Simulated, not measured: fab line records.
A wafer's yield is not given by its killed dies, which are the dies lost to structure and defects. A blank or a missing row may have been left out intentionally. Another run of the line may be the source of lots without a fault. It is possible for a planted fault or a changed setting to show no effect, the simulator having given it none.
fab line records	flow sky130	part 1 of 2: steps 1 to 30 of 43
[record] lots = 5	wafers = 15	lastDay = 50
route steps=708 shown FIELD_ISO@13 NWELL@32 DNWELL@35 PWDE@45
lots untouched by any fault: they come from a run of this same line in which no faults occurred
startH: hours from the record's opening day to when the first of the lot's shown wafers began	waitH: hours since the lot's step before	" the same as in the row above	L1.1+2: a row that stands for several wafers	- no value present, or no start provided	* or withheld: withheld	< > ~ a bound
route shown NAME@n: names a module that has steps shown in the file, with the first one's number in the route	usual: mean/standard deviation taken from wafers without a fault	same: alike in all rows	chamber/n: place in a boat	sites: readings site by site	_std_site: standard deviation across them	_edge_site: the outer-site mean with the inner-site mean subtracted	radiusMm: for every site, how far away it sits from the centre of the wafer	mask NAME#n: copy n	behind: the tool/chamber that last shaped the wafer	hold: cause of the lot's hold/its duration in hours/its outcome	device: the n, p or np transistor that did not switch	end of line: tests of these same wafers at the route's end	a step with no rows: only its recipe	killed: count of dies lost to structure and defects at first sort (not the wafer's yield)	map: dies across one wafer; x = killed, . = not, _ = none there
set.NAME: the setting the step ran with; set.NAME@STEP: the setting that earlier step ran with	model.NAME: the simulator's own value behind a step, which no gauge read
lots at selected steps of the route; one table per step, one row per wafer
services: the hour from which a tool's chamber was out of use, counted from the record's first day as startH (under 0 if before that day), plus the number of hours and why
[[steps]]
[step SKY_FIELD_ISO_DEVELOP_12]
[recipe] developTimeS = 60	resist = KrF-thick	devTempC = 21
lot.wafer	tool	chamber	startH	waitH
L076.3+5+6	lithoTrack-01	0	-	-
L081.1+2+6	lithoTrack-01	0	-	-
L090.1+3+6	lithoTrack-01	0	-	-
L092.3+4+5	lithoTrack-02	0	-	-
L094.1+3+5	lithoTrack-02	0	-	-
[step SKY_FIELD_ISO_CD_MEAS_13]
[recipe] targetCdNm = 150
[usual] cdNm = 149.5/1.8
lot.wafer	tool	chamber	startH	waitH	cdNm
L076.3	cdSem-02	-	38.52	-	147.4
L076.5	"	-	"	"	148.6
L076.6	"	-	"	"	149.1
L081.1	cdSem-01	-	69.33	-	150.8
L081.2	"	-	"	"	149.6
L081.6	"	-	"	"	151.8
L090.1	cdSem-02	-	111.53	-	148.6
L090.3	"	-	"	"	150.1
L090.6	"	-	"	"	149.7
L092.3	cdSem-01	-	122.56	-	153.0
L092.4	"	-	"	"	151.0
L092.5	"	-	"	"	152.2
L094.1	cdSem-01	-	134.07	-	152.7
L094.3	"	-	"	"	151.4
L094.5	"	-	"	"	152.3
[step SKY_FIELD_ISO_ETCH_14]
[recipe] chemistry = N2/H2	target = BARC	ionEnergyEv = 200	sourceW = 500	biasW = 100	pressureMtorr = 30	n2FlowSccm = 100	h2FlowSccm = 200	stopOn = SiO2	timeS = 45.9	targetDepthA = 600
[usual] drypumpMotorCurrentA = 5.6/0.46	oesProductAu = 0.854/0.0047	throttleValvePct = 13.226/0.0094
lot.wafer	tool	chamber	startH	waitH	drypumpMotorCurrentA	oesProductAu	rfHoursCounterH	throttleValvePct
L076.3	rieDiel-02	3	38.60	0.1	5.0	0.856	91	13.236
L076.5	"	3	"	"	5.0	0.856	-	13.248
L076.6	"	2	"	"	6.2	0.844	-	13.235
L081.1	rieDiel-01	1	69.45	0.1	5.0	0.856	71	13.231
L081.2	"	3	"	"	5.1	0.858	121	13.221
L081.6	"	2	"	"	6.0	0.855	-	13.230
L090.1	rieDiel-01	2	111.65	0.1	6.1	0.859	17	13.221
L090.3	"	3	"	"	5.1	0.856	122	13.233
L090.6	"	2	"	"	6.1	0.852	-	13.247
L092.3	rieDiel-02	2	122.64	0.1	6.1	0.862	16	13.212
L092.4	"	1	"	"	6.1	0.851	1	13.223
L092.5	"	0	"	"	5.2	0.854	-	13.215
L094.1	rieDiel-01	1	134.19	0.1	5.0	0.851	72	13.228
L094.3	"	2	"	"	6.1	0.850	17	13.236
L094.5	"	0	"	"	5.5	0.860	-	13.216
[step SKY_FIELD_ISO_ETCH_15]
[recipe] chemistry = CHF3/O2	targetDepthNm = 180	stopOn = Si	sourceW = 600	biasW = 200	pressureMtorr = 40	chf3FlowSccm = 50	O2_flow_sccm = 5	timeS = 72
[usual] drypumpMotorCurrentA = 5.6/0.46	oesProductAu = 0.946/0.0063	throttleValvePct = 8.843/0.0091
lot.wafer	tool	chamber	startH	waitH	drypumpMotorCurrentA	oesProductAu	rfHoursCounterH	throttleValvePct
L076.3	rieDiel-02	3	38.64	0.0	5.0	0.943	91	8.855
L076.5	"	3	"	"	5.0	0.948	-	8.836
L076.6	"	2	"	"	6.2	0.946	-	8.873
L081.1	rieDiel-01	1	69.49	0.0	5.0	0.942	71	8.835
L081.2	"	3	"	"	5.1	0.951	121	8.839
L081.6	"	2	"	"	6.0	0.948	-	8.833
L090.1	rieDiel-01	2	111.69	0.0	6.1	0.935	17	8.836
L090.3	"	3	"	"	5.1	0.932	122	8.825
L090.6	"	2	"	"	6.1	0.940	-	8.826
L092.3	rieDiel-02	2	122.68	0.0	6.1	0.945	16	8.844
L092.4	"	1	"	"	6.1	0.943	1	8.849
L092.5	"	0	"	"	5.2	0.944	-	8.848
L094.1	rieDiel-01	1	134.23	0.0	5.0	0.951	72	8.849
L094.3	"	2	"	"	6.0	0.947	17	8.841
L094.5	"	0	"	"	5.5	0.957	-	8.829
[step SKY_FIELD_ISO_STRIP_16]
[recipe] chemistry = O2/N2	powerW = 1400	pressureMtorr = 1500	platenTempC = withheld	o2FlowSccm = 3000	n2FlowSccm = 300	overashFraction = 0.5
[usual] drypumpMotorCurrentA = 5.5/0.5	oesProductAu = 0.378/0.0048	stripTimeToEndpointS = 3.554/0.028
lot.wafer	tool	chamber	startH	waitH	drypumpMotorCurrentA	oesProductAu	rfHoursCounterH	stripTimeToEndpointS
L076.3	plasmaAsher-03	0	38.73	0.1	6.4	0.380	-	3.626
L076.5	"	1	"	"	5.8	0.383	-	3.619
L076.6	"	0	"	"	6.3	0.380	-	3.570
L081.1	plasmaAsher-03	1	69.55	0.0	5.8	0.386	36	3.554
L081.2	"	0	"	"	6.3	0.376	36	3.561
L081.6	"	0	"	"	6.3	0.386	-	3.604
L090.1	plasmaAsher-04	0	111.75	0.0	5.2	0.381	43	3.624
L090.3	"	1	"	"	4.8	0.383	-	3.553
L090.6	"	1	"	"	4.9	0.386	-	3.581
L092.3	plasmaAsher-03	0	122.77	0.1	6.3	0.375	-	3.578
L092.4	"	1	"	"	5.8	0.384	-	3.579
L092.5	"	0	"	"	6.3	0.375	-	3.563
L094.1	plasmaAsher-03	0	134.29	0.0	6.3	0.376	43	3.565
L094.3	"	0	"	"	6.3	0.380	-	3.548
L094.5	"	0	"	"	6.3	0.383	-	3.551
[step SKY_FIELD_ISO_ETCH_17]
[recipe] targetDepthA = 3420	maskMaterial = Si3N4	chemistry = HBr/Cl2/O2	target = Si	taperDeg = 5	icpW = 600	biasW = 150	pressureMtorr = 15	HBr_flow_sccm = 150	Cl2_flow_sccm = 40	O2_flow_sccm = 6	timeS = 97.7
[usual] drypumpMotorCurrentA = 5.6/0.4	oesProductAu = 1.001/0.011	throttleValvePct = 25.655/0.011
lot.wafer	tool	chamber	startH	waitH	drypumpMotorCurrentA	oesProductAu	rfHoursCounterH	throttleValvePct
L076.3	rieSi-01	0	38.80	0.0	6.1	1.011	115	25.655
L076.5	"	3	"	"	5.7	1.001	-	25.662
L076.6	"	0	"	"	6.1	0.996	-	25.651
L081.1	rieSi-02	2	69.65	0.1	5.6	1.001	0	25.642
L081.2	"	0	"	"	5.5	0.994	138	25.651
L081.6	"	0	"	"	5.5	0.989	-	25.669
L090.1	rieSi-01	0	111.85	0.1	6.1	0.988	116	25.657
L090.3	"	2	"	"	5.8	1.014	0	25.664
L090.6	"	2	"	"	5.8	0.993	-	25.635
L092.3	rieSi-01	1	122.84	0.0	5.2	0.986	135	25.659
L092.4	"	0	"	"	6.1	0.999	116	25.649
L092.5	"	3	"	"	5.8	1.008	-	25.673
L094.1	rieSi-02	3	134.39	0.1	4.8	1.026	64	25.646
L094.3	"	2	"	"	5.6	1.002	1	25.637
L094.5	"	1	"	"	5.4	1.007	-	25.649
[step SKY_FIELD_ISO_WET_ETCH_18]
[recipe] chemistry = H3PO4	targetDepthNm = 25	tempC = 160	target = Si3N4	timeS = 286
lot.wafer	tool	chamber	startH	waitH
L076.3+5+6	wetBench-03	0	38.87	0.0
L081.1+2+6	wetBench-02	2	69.72	0.0
L090.1+3+6	wetBench-03	0	111.92	0.0
L092.3+4+5	wetBench-02	2	122.91	0.0
L094.1+3+5	wetBench-03	3	134.46	0.0
[step SKY_FIELD_ISO_CLEAN_19]
[recipe] chemistry = SC1/SC2	mix = 1:4:20	tempC = 70	timeS = 150
lot.wafer	tool	chamber	startH	waitH
L076.3+5+6	wetBench-02	0	38.96	0.0
L081.1+2+6	wetBench-01	3	69.81	0.0
L090.1+3+6	wetBench-02	2	112.00	0.0
L092.3+4+5	wetBench-01	3	123.00	0.0
L094.1+3+5	wetBench-02	3	134.55	0.0
[step SKY_FIELD_ISO_CLEAN_20]
[recipe] chemistry = dHF	timeS = 20	dilution = 100:1
lot.wafer	tool	chamber	startH	waitH
L076.3+5+6	wetBench-03	1	39.01	0.0
L081.1+2+6	wetBench-03	2	69.86	0.0
L090.1+3+6	wetBench-03	0	112.05	0.0
L092.3+4+5	wetBench-02	0	123.05	0.0
L094.1+3+5	wetBench-01	1	134.60	0.0
[step SKY_FIELD_ISO_WET_ETCH_21]
[recipe] chemistry = dHF	dilution = 100:1	targetDepthNm = 20	dry = ipaMarangoni	target = SiO2	tempC = 25	timeS = 400
lot.wafer	tool	chamber	startH	waitH
L076.3+5+6	wetBench-02	3	39.02	0.0
L081.1+2+6	wetBench-02	1	69.87	0.0
L090.1+3+6	wetBench-02	3	112.07	0.0
L092.3+4+5	wetBench-03	3	123.07	0.0
L094.1+3+5	wetBench-03	1	134.61	0.0
[step SKY_FIELD_ISO_OXIDATION_22]
[recipe] tempC = 950	ambient = O2	stabiliseS = 600	purgeS = 300	targetThkA = 100	oxTimeS = 623
[usual] tube_center_temp_C_max = 952.5/0.39	zonePowerLowerPct = 20.8/0.31
lot.wafer	tool	chamber	startH	waitH	tube_center_temp_C_max	zonePowerLowerPct
L076.3	furnace-01	0	41.03	1.9	952.3	20.5
L076.5	"	0	"	"	951.6	20.6
L076.6	"	0	"	"	952.8	20.4
L081.1	furnace-01	0	69.99	0.0	952.4	21.1
L081.2	"	0	"	"	953.0	20.3
L081.6	"	0	"	"	951.8	20.8
L090.1	furnace-01	0	115.81	3.6	952.7	20.7
L090.3	"	0	"	"	952.5	20.8
L090.6	"	0	"	"	952.9	20.7
L092.3	furnace-01	0	127.08	3.9	952.9	20.5
L092.4	"	0	"	"	952.1	20.7
L092.5	"	0	"	"	952.9	20.5
L094.1	furnace-01	0	139.71	5.0	952.4	20.8
L094.3	"	0	"	"	952.0	20.6
L094.5	"	0	"	"	952.9	20.6
[step SKY_FIELD_ISO_THK_MEAS_23]
[recipe] reads = SiO2_of_FIELD_ISO_OXIDATION_22
[usual] FIELD_ISO_OXIDATION_01_THK = 10.00/0.16
lot.wafer	tool	chamber	startH	waitH	FIELD_ISO_OXIDATION_01_THK[nm]
L076.3	filmMetro-01	-	42.22	0.0	10.18
L076.5	"	-	"	"	10.29
L076.6	"	-	"	"	10.43
L081.1	filmMetro-01	-	71.16	0.0	10.06
L081.2	"	-	"	"	10.32
L081.6	"	-	"	"	10.25
L090.1	filmMetro-02	-	116.98	0.0	9.62
L090.3	"	-	"	"	9.64
L090.6	"	-	"	"	9.91
L092.3	filmMetro-03	-	128.30	0.0	9.97
L092.4	"	-	"	"	9.98
L092.5	"	-	"	"	9.85
L094.1	filmMetro-01	-	140.88	0.0	9.96
L094.3	"	-	"	"	10.08
L094.5	"	-	"	"	10.08
[step SKY_FIELD_ISO_CVD_24]
[recipe] material = SiO2	targetThkNm = 595	tempC = 650	sigmaOpenFrac = 0.3	timeS = 99.2	sih4FlowSccm = 60	pressureMtorr = 6
lot.wafer	tool	chamber	startH	waitH
L076.3+5+6	hdpcvd-02	0,2,0	42.26	0.0
L081.1+2+6	hdpcvd-01	2,0,1	71.22	0.1
L090.1+3+6	hdpcvd-02	2,0,2	117.04	0.1
L092.3+4+5	hdpcvd-02	0,0,2	128.34	0.0
L094.1+3+5	hdpcvd-01	1,2,0	140.94	0.1
[step SKY_FIELD_ISO_THK_MEAS_25]
[recipe] reads = SiO2_of_FIELD_ISO_CVD_24
[usual] FIELD_ISO_CVD_24_THK = 592/6.2
lot.wafer	tool	chamber	startH	waitH	FIELD_ISO_CVD_24_THK[nm]
L076.3	filmMetro-03	-	42.35	0.1	589
L076.5	"	-	"	"	596
L076.6	"	-	"	"	585
L081.1	filmMetro-03	-	71.29	0.0	592
L081.2	"	-	"	"	596
L081.6	"	-	"	"	583
L090.1	filmMetro-02	-	117.12	0.0	598
L090.3	"	-	"	"	597
L090.6	"	-	"	"	594
L092.3	filmMetro-02	-	128.43	0.1	587
L092.4	"	-	"	"	582
L092.5	"	-	"	"	590
L094.1	filmMetro-01	-	141.01	0.0	595
L094.3	"	-	"	"	603
L094.5	"	-	"	"	598
[step SKY_FIELD_ISO_ANNEAL_26]
[recipe] tempC = 1000	timeS = 1800	ambient = N2
[usual] tube_center_temp_C_max = 1002.6/0.44	zonePowerLowerPct = 23.3/0.33
lot.wafer	tool	chamber	startH	waitH	tube_center_temp_C_max	zonePowerLowerPct
L076.3	furnace-01	0	45.25	2.9	1002.6	23.0
L076.5	"	0	"	"	1002.8	22.9
L076.6	"	0	"	"	1002.6	23.3
L081.1	furnace-01	0	73.87	2.6	1002.1	24.0
L081.2	"	0	"	"	1003.2	23.0
L081.6	"	0	"	"	1002.0	23.5
L090.1	furnace-01	0	124.17	7.0	1002.3	23.1
L090.3	"	0	"	"	1002.8	22.9
L090.6	"	0	"	"	1003.2	22.9
L092.3	furnace-01	0	136.70	8.3	1002.3	23.4
L092.4	"	0	"	"	1002.3	23.2
L092.5	"	0	"	"	1002.7	22.8
L094.1	furnace-02	0	146.26	5.2	1002.6	23.5
L094.3	"	0	"	"	1002.2	23.9
L094.5	"	0	"	"	1002.9	23.6
[step SKY_FIELD_ISO_CMP_27]
[recipe] stopOn = Si3N4	tOverpolishS = 16	downForcePsi = 4	platenRpm = 60	targetThkNm = 457.8	padVelocityMS = 0.94248
[usual] headPressurePsi = 4.000/0.008	motorCurrentA = 12.5/1.8	overpolishRunS = 16.002/0.0091	slurryFilterDpKPa = 13.50/0.14	timeToEndpointS = 111/4
lot.wafer	tool	chamber	startH	waitH	headPressurePsi	motorCurrentA	overpolishRunS	slurryFilterDpKPa	timeToEndpointS
L076.3	cmp-01	1	46.75	0.0	3.991	13.5	15.999	13.50	110
L076.6	"	1	"	"	3.995	13.6	16.002	13.59	112
L076.5	"	2	"	"	3.998	16.0	15.995	13.31	110
L081.2	cmp-01	0	75.37	0.0	3.995	11.6	16.008	13.88	111
L081.1	"	2	"	"	4.015	15.7	16.002	13.34	107
L081.6	"	1	"	"	3.993	13.7	16.008	13.72	106
L090.1	cmp-02	0	125.82	0.1	4.004	11.3	16.001	13.55	107
L090.3	"	2	"	"	3.989	11.8	15.991	13.57	106
L090.6	"	0	"	"	4.006	11.2	16.010	13.50	106
L092.4	cmp-02	1	138.25	0.1	4.000	13.5	15.987	13.31	115
L092.3	"	2	"	"	3.998	11.2	16.017	13.26	112
L092.5	"	1	"	"	3.995	13.5	16.009	13.33	113
L094.3	cmp-01	1	147.76	0.0	3.999	13.2	16.002	13.60	115
L094.1	"	3	"	"	3.994	9.9	16.008	13.92	109
L094.5	"	1	"	"	4.002	13.6	16.016	13.64	115
[step SKY_FIELD_ISO_WET_ETCH_28]
[recipe] chemistry = dHF	targetDepthNm = 23.7	target = SiO2	dilution = 10:1	tempC = 25	timeS = 47
lot.wafer	tool	chamber	startH	waitH
L076.3+5+6	wetBench-03	2	47.05	0.2
L081.1+2+6	wetBench-03	3	75.67	0.1
L090.1+3+6	wetBench-03	3	126.12	0.2
L092.3+4+5	wetBench-03	3	138.50	0.1
L094.1+3+5	wetBench-02	2	148.06	0.1
[step SKY_FIELD_ISO_WET_ETCH_29]
[recipe] chemistry = H3PO4	targetDepthNm = 160	target = Si3N4	tempC = 160	timeS = 1825
lot.wafer	tool	chamber	startH	waitH
L076.3+5+6	wetBench-01	2	47.07	0.0
L081.1+2+6	wetBench-01	2	75.69	0.0
L090.1+3+6	wetBench-01	2	126.14	0.0
L092.3+4+5	wetBench-01	1	138.52	0.0
L094.1+3+5	wetBench-03	3	148.09	0.0
[step SKY_FIELD_ISO_WET_ETCH_30]
[recipe] chemistry = dHF	targetDepthNm = 25	target = SiO2	dilution = 10:1	tempC = 25	timeS = 50
lot.wafer	tool	chamber	startH	waitH
L076.3+5+6	wetBench-02	0	47.58	0.0
L081.1+2+6	wetBench-02	2	76.20	0.0
L090.1+3+6	wetBench-03	2	126.70	0.0
L092.3+4+5	wetBench-01	0	139.03	0.0
L094.1+3+5	wetBench-01	3	148.60	0.0
[step SKY_NWELL_CLEAN_00]
[recipe] chemistry = SC1/SC2	mix = 1:4:20	tempC = 70	timeS = 150	dry = n2Spin
lot.wafer	tool	chamber	startH	waitH
L076.3+5+6	wetBench-03	0	47.60	0.0
L081.1+2+6	wetBench-03	0	76.23	0.0
L090.1+3+6	wetBench-02	0	126.72	0.0
L092.3+4+5	wetBench-01	2	139.06	0.0
L094.1+3+5	wetBench-02	1	148.62	0.0
[step SKY_NWELL_OXIDATION_01]
[recipe] tempC = 900	ambient = O2	stabiliseS = 600	purgeS = 300	targetThkA = 100	oxTimeS = 1418
[usual] tube_center_temp_C_max = 902.3/0.4	zonePowerLowerPct = 18.33/0.22
lot.wafer	tool	chamber	startH	waitH	tube_center_temp_C_max	zonePowerLowerPct
L076.3	furnace-01	0	51.41	3.8	902.6	18.20
L076.5	"	0	"	"	902.8	18.19
L076.6	"	0	"	"	902.3	18.12
L081.1	furnace-01	0	76.87	0.6	901.7	18.46
L081.2	"	0	"	"	902.0	18.08
L081.6	"	0	"	"	902.4	18.43
L090.1	furnace-01	0	132.55	5.8	902.0	18.09
L090.3	"	0	"	"	902.1	18.54
L090.6	"	0	"	"	902.3	18.40
L092.3	furnace-01	0	142.23	3.1	902.7	18.38
L092.4	"	0	"	"	902.4	18.51
L092.5	"	0	"	"	902.8	18.29
L094.1	furnace-02	0	150.62	1.9	902.9	18.29
L094.3	"	0	"	"	902.2	18.83
L094.5	"	0	"	"	901.8	18.62
[step SKY_NWELL_THK_MEAS_02]
[recipe] reads = SiO2_of_NWELL_OXIDATION_01
[usual] NWELL_OXIDATION_THK = 9.98/0.18
lot.wafer	tool	chamber	startH	waitH	NWELL_OXIDATION_THK[nm]
L076.3	filmMetro-04	-	52.82	0.0	9.94
L076.5	"	-	"	"	9.96
L076.6	"	-	"	"	10.05
L081.1	filmMetro-02	-	78.26	0.0	9.89
L081.2	"	-	"	"	9.95
L081.6	"	-	"	"	9.95
L090.1	filmMetro-03	-	133.94	0.0	9.96
L090.3	"	-	"	"	9.88
L090.6	"	-	"	"	9.82
L092.3	filmMetro-04	-	143.64	0.0	10.05
L092.4	"	-	"	"	10.09
L092.5	"	-	"	"	10.27
L094.1	filmMetro-03	-	152.02	0.0	9.61
L094.3	"	-	"	"	9.71
L094.5	"	-	"	"	9.69
[step SKY_DNWELL_DEHYDRATE_00]
[recipe] tempC = 200	timeS = 60
lot.wafer	tool	chamber	startH	waitH
L076.3+5+6	lithoTrack-02	0	60.37	7.5
L081.1+2+6	lithoTrack-02	0	86.37	8.1
L090.1+3+6	lithoTrack-02	0	141.82	7.9
L092.3+4+5	lithoTrack-04	0	152.64	9.0
L094.1+3+5	lithoTrack-02	0	160.72	8.7
[step SKY_DNWELL_HMDS_01]
[recipe] primeTimeS = 60	primeTempC = 120
lot.wafer	tool	chamber	startH	waitH
L076.3+5+6	lithoTrack-02	0	60.52	0.1
L081.1+2+6	lithoTrack-02	0	86.52	0.1
L090.1+3+6	lithoTrack-02	0	141.97	0.1
L092.3+4+5	lithoTrack-04	0	152.79	0.1
L094.1+3+5	lithoTrack-02	0	160.87	0.1
[step SKY_DNWELL_COAT_02]
[recipe] spinRpm = 2000	resistThkNm = 3000
lot.wafer	tool	chamber	startH	waitH
L076.3+5+6	lithoTrack-02	0	60.67	0.1
L081.1+2+6	lithoTrack-02	0	86.67	0.1
L090.1+3+6	lithoTrack-02	0	142.12	0.1
L092.3+4+5	lithoTrack-04	0	152.94	0.1
L094.1+3+5	lithoTrack-02	0	161.02	0.1
[step SKY_DNWELL_SOFTBAKE_03]
[recipe] tempC = 110	timeS = withheld
lot.wafer	tool	chamber	startH	waitH
L076.3+5+6	lithoTrack-02	0	60.84	0.1
L081.1+2+6	lithoTrack-02	0	86.82	0.1
L090.1+3+6	lithoTrack-02	0	142.27	0.1
L092.3+4+5	lithoTrack-04	0	153.10	0.1
L094.1+3+5	lithoTrack-02	0	161.17	0.1
[step SKY_DNWELL_EXPOSE_04]
[recipe] maskId = DNM	na = 0.57	targetCdNm = 3000	doseMj = 222
lot.wafer	tool	chamber	startH	waitH	mask
L076.3+5+6	ilineStepper-02	0	-	-	DNM#0
L081.1+2+6	ilineStepper-02	0	-	-	DNM#0
L090.1+3+6	ilineStepper-01	0	-	-	DNM#0
L092.3+4+5	ilineStepper-01	0	-	-	DNM#0
L094.1+3+5	ilineStepper-02	0	-	-	DNM#0
[step SKY_DNWELL_PEB_05]
[recipe] tempC = 115	timeS = withheld
lot.wafer	tool	chamber	startH	waitH
L076.3+5+6	lithoTrack-04	0	-	-
L081.1+2+6	lithoTrack-03	0	-	-
L090.1+3+6	lithoTrack-02	0	-	-
L092.3+4+5	lithoTrack-02	0	-	-
L094.1+3+5	lithoTrack-03	0	-	-
[step SKY_DNWELL_DEVELOP_06]
[recipe] wallAngleDeg = 90	developer = TMAH	developTimeS = 60	devTempC = 23
lot.wafer	tool	chamber	startH	waitH
L076.3+5+6	lithoTrack-04	0	-	-
L081.1+2+6	lithoTrack-03	0	-	-
L090.1+3+6	lithoTrack-02	0	-	-
L092.3+4+5	lithoTrack-02	0	-	-
L094.1+3+5	lithoTrack-03	0	-	-
[step SKY_DNWELL_IMPLANT_07]
[recipe] species = P	energyKev = withheld	doseCm2 = withheld	tiltDeg = withheld
lot.wafer	tool	chamber	startH	waitH
L076.3+5+6	implanter-01	0	68.74	-
L081.1+2+6	implanter-01	0	96.56	-
L090.1+3+6	implanter-01	0	151.77	-
L092.3+4+5	implanter-01	0	162.92	-
L094.1+3+5	implanter-01	0	172.50	-
